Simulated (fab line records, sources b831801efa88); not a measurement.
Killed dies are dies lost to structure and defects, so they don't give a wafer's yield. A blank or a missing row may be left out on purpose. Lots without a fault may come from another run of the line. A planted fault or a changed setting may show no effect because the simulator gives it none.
Chamber matching | flow gf180mcu | GF_V4_CMP_26 on cmp-01: 4 sister chambers
The step polishes, stops on SiO2, t overpolish 15 s, target thk 0 nm. 4 wafers are shown with their chamber, then 10 later ones without.

WAFERS WITH THEIR CHAMBER
wafer  | chamber | motor_current_A (A)
L893.1 | 1       | 11.0
L893.3 | 3       | 9.8
L894.1 | 0       | 10.2
L894.4 | 2       | 11.2

WAFERS WITHOUT THEIR CHAMBER
wafer  | motor_current_A (A)
L894.6 | 9.4
L895.2 | 10.7
L895.4 | 9.8
L895.6 | 9.6
L896.1 | 9.6
L896.2 | 9.7
L896.5 | 11.1
L897.1 | 9.7
L897.3 | 11.0
L897.6 | 9.2

WHICH CHAMBER EACH WENT THROUGH
wafer  | from the rows above          | in truth
L894.6 | can't be placed: 3 or 0      | 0
L895.2 | can't be placed: 1 or 0 or 2 | 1
L895.4 | can't be placed: 3 or 0      | 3
L895.6 | can't be placed: 3 or 0      | 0
L896.1 | can't be placed: 3 or 0      | 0
L896.2 | can't be placed: 3 or 0      | 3
L896.5 | can't be placed: 1 or 2      | 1
L897.1 | can't be placed: 3 or 0      | 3
L897.3 | can't be placed: 1 or 2      | 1
L897.6 | can't be placed: 3 or 0      | 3
Placed correctly: 0 of 10. Can't be placed from these rows: 10 (the true chamber is among the candidates in 10). Placed wrongly: 0.
How it was worked out, from the rows above alone: a wafer's distance from a chamber is the root of the sum, over the readings, of the square of ((its reading less the chamber's mean) divided by the reading's scatter). The wafer belongs to the nearest chamber; if the next one is less than 2 further off, it can't be placed. A chamber's mean is the mean of its shown wafers. The scatter: with one shown wafer a chamber, the root of the mean of the squares of how far each hidden wafer lies from its nearest shown one.
